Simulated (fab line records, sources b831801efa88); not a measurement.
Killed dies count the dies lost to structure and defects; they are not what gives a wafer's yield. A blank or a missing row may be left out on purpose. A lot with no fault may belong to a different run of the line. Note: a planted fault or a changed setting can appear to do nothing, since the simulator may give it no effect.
Which tool did it?    flow gf180mcu    14 lots with 42 wafers sampled at 3 steps, on a route of 602 steps

## WHAT EACH GAUGE READ, for each wafer
GF_TOP_METAL_CD_MEAS_14: the cd target is 440 nm. Usual: cd nm reads 440.6 nm (standard deviation 2).
lot   measured      on         cd nm (nm)         flag
L232  day 27 22:47  cd sem-02  440.0 438.4 440.0  
L233  day 28 06:32  cd sem-02  443.8 443.2 441.7  
L235  day 28 16:10  cd sem-02  441.2 441.8 439.8  
L236  day 29 10:07  cd sem-02  443.0 439.2 442.7  
L240  day 30 15:23  cd sem-01  439.5 441.6 438.5  
L241  day 30 22:26  cd sem-02  438.5 439.9 438.5  
L242  day 31 04:56  cd sem-02  440.8 439.5 442.6  
L243  day 31 10:35  cd sem-02  438.9 438.5 439.5  
L245  day 31 20:10  cd sem-01  439.7 442.3 441.5  
L251  day 33 09:29  cd sem-01  442.5 443.1 442.0  
L252  day 33 13:50  cd sem-01  439.4 441.3 441.1  
L253  day 33 21:34  cd sem-01  439.5 440.9 438.5  
L254  day 34 02:43  cd sem-02  442.0 441.0 440.6  
L255  day 34 03:23  cd sem-01  438.6 439.4 440.4  

## TOOL THAT RAN EACH LOT (tool first, then ch and the chambers of the sampled wafers, then the start)
lot   GF_V5_SPUTTER_22              GF_TOP_METAL_SPUTTER_04
L232  pvd sputter-03, day 27 02:16  pvd sputter-04, day 27 03:05
L233  pvd sputter-01, day 27 10:59  pvd sputter-03, day 27 11:49
L235  pvd sputter-01, day 27 21:14  pvd sputter-03, day 27 22:04
L236  pvd sputter-01, day 28 13:02  pvd sputter-03, day 28 14:53
L240  pvd sputter-01, day 29 20:06  pvd sputter-02, day 29 20:55
L241  pvd sputter-04, day 30 03:36  pvd sputter-03, day 30 04:25
L242  pvd sputter-04, day 30 10:17  pvd sputter-02, day 30 11:06
L243  pvd sputter-04, day 30 15:13  pvd sputter-04, day 30 16:03
L245  pvd sputter-01, day 31 02:14  pvd sputter-02, day 31 03:03
L251  pvd sputter-01, day 32 16:56  pvd sputter-02, day 32 18:03
L252  pvd sputter-03, day 32 21:03  pvd sputter-03, day 32 21:52
L253  pvd sputter-04, day 33 05:55  pvd sputter-03, day 33 06:44
L254  pvd sputter-01, day 33 10:25  pvd sputter-03, day 33 11:14
L255  pvd sputter-04, day 33 11:08  pvd sputter-04, day 33 11:57
- GF_V5_SPUTTER_22: material TiN, target thk 10 nm, time 40 s.
- GF_TOP_METAL_SPUTTER_04: material TiN, target thk 25 nm, time 20.8 s.

## AS READ BY THE TOOLS THEMSELVES (means over the sampled wafers that have a number; for cases with no such wafer, the mark the record gives instead)
GF_V5_SPUTTER_22. Usual: cathode dc power W 4000.0 W, standard deviation 0.69; throttle valve pct 29.9 %, standard deviation 0.81.
lot   tool            cathode dc power W (W)  throttle valve pct (%)  flag
L232  pvd sputter-03  4000.1                  28.9                    
L233  pvd sputter-01  4000.3                  30.0                    
L235  pvd sputter-01  4000.2                  30.0                    
L236  pvd sputter-01  3999.5                  29.9                    
L240  pvd sputter-01  3999.0                  29.8                    
L241  pvd sputter-04  4000.1                  30.1                    
L242  pvd sputter-04  3999.8                  30.1                    
L243  pvd sputter-04  4000.5                  30.8                    
L245  pvd sputter-01  3999.6                  30.0                    
L251  pvd sputter-01  4000.2                  29.7                    
L252  pvd sputter-03  4000.3                  29.3                    
L253  pvd sputter-04  4000.0                  29.5                    
L254  pvd sputter-01  4000.3                  30.0                    
L255  pvd sputter-04  4000.5                  29.9                    

GF_TOP_METAL_SPUTTER_04. Usual: cathode dc power W 6500.0 W, standard deviation 1.1; throttle valve pct 30.3 %, standard deviation 1.2.
lot   tool            cathode dc power W (W)  throttle valve pct (%)  flag
L232  pvd sputter-04  6498.7                  29.4                    
L233  pvd sputter-03  6500.6                  29.4                    
L235  pvd sputter-03  6499.9                  28.8                    
L236  pvd sputter-03  6500.3                  29.9                    
L240  pvd sputter-02  6500.3                  31.5                    
L241  pvd sputter-03  6500.1                  29.2                    
L242  pvd sputter-02  6499.4                  31.6                    
L243  pvd sputter-04  6499.9                  30.8                    
L245  pvd sputter-02  6500.5                  30.9                    
L251  pvd sputter-02  6499.8                  31.4                    
L252  pvd sputter-03  6500.3                  28.7                    
L253  pvd sputter-03  6498.8                  29.3                    
L254  pvd sputter-03  6500.8                  28.9                    
L255  pvd sputter-04  6499.6                  30.7                    

## THE ANSWER, worked out from the rows above alone
Rule: a lot counts as off when the mean over its wafers that have a number is more than 3 standard deviations away from the usual mean. A lot without any number at a reading at which 4 lots or more have one is off too. All remaining lots with rows at the step are treated as sound. Order of review: gauges by route order, followed by the tools' own readings, for which a lot's mean as printed above is used. At the first step where some lot is off, the reading lying furthest off is the one used; lots without a number count as furthest.
No lot is off on any of the readings shown, so nothing can be concluded from this.

## WHAT WAS PUT IN BY THE SIMULATOR
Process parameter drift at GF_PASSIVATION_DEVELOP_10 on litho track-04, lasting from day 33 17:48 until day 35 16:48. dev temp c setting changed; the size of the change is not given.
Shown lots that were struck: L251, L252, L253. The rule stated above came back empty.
